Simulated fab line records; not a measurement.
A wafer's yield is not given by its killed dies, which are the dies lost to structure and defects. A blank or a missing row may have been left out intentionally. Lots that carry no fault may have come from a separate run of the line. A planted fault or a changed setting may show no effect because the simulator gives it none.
One fault seen from 2 desks	flow sky130	numbers are kept per desk, each desk with only its own; the story behind them comes last

## AT THE METROLOGY DESK
Means of the sampled wafers that have a number, per lot and without regard to the tool the lot ran on: this is what the gauges read. Any lot whose mean is over 4 standard deviations away from the usual mean is out of limits and marked OUT; that distance is given in the brackets.
Columns: A = cdNm at SKY_SONOS_TUNNEL_CD_MEAS_07, usual 410.1 nm; B = SONOS_TUNNEL_OVL at SKY_SONOS_TUNNEL_OVL_MEAS_08, usual -0.9 nm; C = SONOS_TUNNEL_TW at SKY_SONOS_TUNNEL_TW_MEAS_12, usual 198.9; D = SONOS_ONO_OXIDATION_THK at SKY_SONOS_ONO_THK_MEAS_01, usual 2.59 nm
lot	first seen here	A	B	C	D
L263	day 12 10:05	413.0	0.9	200.6	2.59
L269	day 14 08:43	410.0	-0.6	197.3	2.59
L275	day 16 10:35	409.6	-0.9	197.1	2.61
L276	day 16 18:26	413.8	1.5	196.6	2.66
L277	day 17 10:50	407.4	-2.2	198.6	2.53
L278	day 17 11:33	410.4	-0.4	199.3	2.69
L279	day 17 13:50	410.3	-0.4	198.5	2.62
This desk's verdict: no lot among the 7 shows anything out of limits.

## TOOL OWNER'S DESK, furnace-01
The tool's own readings at SKY_SONOS_ONO_OXIDATION_00 (stabilise 600 s, purge 300 s, target thk 2.6 nm): means of the sampled wafers that have a number, for each lot that ran on this tool. Any lot whose mean is over 4 standard deviations away from the usual mean is out of limits and marked OUT; that distance is given in the brackets. 7 of its 8 readings are shown: the first one out of limits and those lying furthest out on some lot.
Columns: A = spikeTcCentreC at SKY_SONOS_ONO_OXIDATION_00, usual 800.1 C; B = spikeTcTopC at SKY_SONOS_ONO_OXIDATION_00, usual 814.0 C; C = spikeTcUpperC at SKY_SONOS_ONO_OXIDATION_00, usual 799.5 C; D = zonePowerCentrePct at SKY_SONOS_ONO_OXIDATION_00, usual 14.6 %; E = zonePowerLowerPct at SKY_SONOS_ONO_OXIDATION_00, usual 15.5 %; F = zonePowerTopPct at SKY_SONOS_ONO_OXIDATION_00, usual 25.8 %; G = zonePowerUpperPct at SKY_SONOS_ONO_OXIDATION_00, usual 14.4 %
lot	first seen here	A	B	C	D	E	F	G
L263	day 12 10:42	800.2	814.8	798.9	15.0	16.2	24.9	15.1
L269	day 14 13:26	800.0	815.1	800.3	15.1	16.2	24.9	15.2
L275	day 16 13:26	800.4	814.2	798.8	14.9	16.2	25.1	15.2
L276	day 16 19:38	796.5	809.2	829.6 (+25) OUT	10.5 (-6.8) OUT	16.6	19.8	24.8 (+8.0) OUT
L277	day 17 12:32	796.1	810.2	830.1 (+25) OUT	10.4 (-6.9) OUT	16.7	19.8 (-4.0) OUT	25.4 (+8.4) OUT
L278	day 17 12:32	796.1	809.1	830.6 (+26) OUT	10.5 (-6.8) OUT	16.8	19.8	25.3 (+8.4) OUT
This desk's verdict: out of limits on L276, L277, L278, starting with L276 at day 16 19:38 (spikeTcUpperC at SKY_SONOS_ONO_OXIDATION_00). Within limits: L263, L269, L275.

## TAKEN TOGETHER
The tool owner's desk could have raised an alarm at day 16 19:38, on L276, L277, L278.
Metrology desk: nothing out of limits seen.
The metrology desk holds a record of L276, L277, L278, inside its limits.
All the named lots went through SKY_SONOS_ONO_OXIDATION_00 on furnace-01.

## WHAT HAD BEEN PUT IN BY THE SIMULATOR
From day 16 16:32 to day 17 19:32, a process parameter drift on furnace-01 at SKY_SONOS_ONO_OXIDATION_00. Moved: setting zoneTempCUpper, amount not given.
Shown lots that were struck: L276, L277, L278.
How many hours passed from the start of the fault until each desk's first out-of-limits reading: the tool owner's desk, 3.
